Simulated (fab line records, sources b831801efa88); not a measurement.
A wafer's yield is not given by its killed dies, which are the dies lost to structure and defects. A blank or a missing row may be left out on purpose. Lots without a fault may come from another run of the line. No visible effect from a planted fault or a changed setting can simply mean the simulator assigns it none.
Chamber matching || flow sky130 || 4 sister chambers for SKY_VIA3_CMP_02 on cmp-01
The step polishes SiO2. 8 wafers are shown with their chamber, then 12 later ones without.

## WAFERS WITH THEIR CHAMBER
{"wafer": "L077.6", "chamber": 2, "motor_current_A (A)": 12.5}
{"wafer": "L079.3", "chamber": 3, "motor_current_A (A)": 12.3}
{"wafer": "L082.4", "chamber": 3, "motor_current_A (A)": 12.5}
{"wafer": "L087.3", "chamber": 1, "motor_current_A (A)": 12.5}
{"wafer": "L087.6", "chamber": 0, "motor_current_A (A)": 12.3}
{"wafer": "L089.1", "chamber": 0, "motor_current_A (A)": 12.1}
{"wafer": "L089.2", "chamber": 2, "motor_current_A (A)": 12.1}
{"wafer": "L089.4", "chamber": 1, "motor_current_A (A)": 12.6}

## WAFERS WITHOUT THEIR CHAMBER
{"wafer": "L092.1", "motor_current_A (A)": 13.5}
{"wafer": "L092.3", "motor_current_A (A)": 12.3}
{"wafer": "L092.4", "motor_current_A (A)": 12.6}
{"wafer": "L094.2", "motor_current_A (A)": 12.6}
{"wafer": "L094.4", "motor_current_A (A)": 11.7}
{"wafer": "L094.6", "motor_current_A (A)": 11.8}
{"wafer": "L095.3", "motor_current_A (A)": 12.1}
{"wafer": "L095.4", "motor_current_A (A)": 11.3}
{"wafer": "L095.5", "motor_current_A (A)": 12.7}
{"wafer": "L096.4", "motor_current_A (A)": 12.7}
{"wafer": "L096.5", "motor_current_A (A)": 12.6}
{"wafer": "L096.6", "motor_current_A (A)": 12.0}

## CHAMBER TAKEN BY EACH
{"wafer": "L092.1", "from the rows above": "can't be placed: 1 or 3 or 2 or 0", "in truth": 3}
{"wafer": "L092.3", "from the rows above": "can't be placed: 2 or 3 or 0 or 1", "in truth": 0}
{"wafer": "L092.4", "from the rows above": "can't be placed: 1 or 3 or 2 or 0", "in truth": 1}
{"wafer": "L094.2", "from the rows above": "can't be placed: 1 or 3 or 2 or 0", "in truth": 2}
{"wafer": "L094.4", "from the rows above": "can't be placed: 0 or 2 or 3 or 1", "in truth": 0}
{"wafer": "L094.6", "from the rows above": "can't be placed: 0 or 2 or 3 or 1", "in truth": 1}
{"wafer": "L095.3", "from the rows above": "can't be placed: 0 or 2 or 3 or 1", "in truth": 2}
{"wafer": "L095.4", "from the rows above": "can't be placed: 0 or 2 or 3 or 1", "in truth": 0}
{"wafer": "L095.5", "from the rows above": "can't be placed: 1 or 3 or 2 or 0", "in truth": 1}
{"wafer": "L096.4", "from the rows above": "can't be placed: 1 or 3 or 2 or 0", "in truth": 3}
{"wafer": "L096.5", "from the rows above": "can't be placed: 1 or 3 or 2 or 0", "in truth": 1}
{"wafer": "L096.6", "from the rows above": "can't be placed: 0 or 2 or 3 or 1", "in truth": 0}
Placed correctly: 0 of 12. These rows do not allow placing 12 (true chamber among the candidates in 12). Wrongly placed: 0.
How it was worked out, from the rows above alone: a wafer's distance from a chamber is the root of the sum, over the readings, of the square of ((its reading less the chamber's mean) divided by the reading's scatter). The wafer belongs to the nearest chamber; if the next one is less than 2 further off, it can't be placed. Each chamber's mean is taken over the wafers shown for it. The scatter: take each reading less its chamber's mean, square it, sum over the shown wafers, divide by the number of wafers less the number of chambers, and take the root.
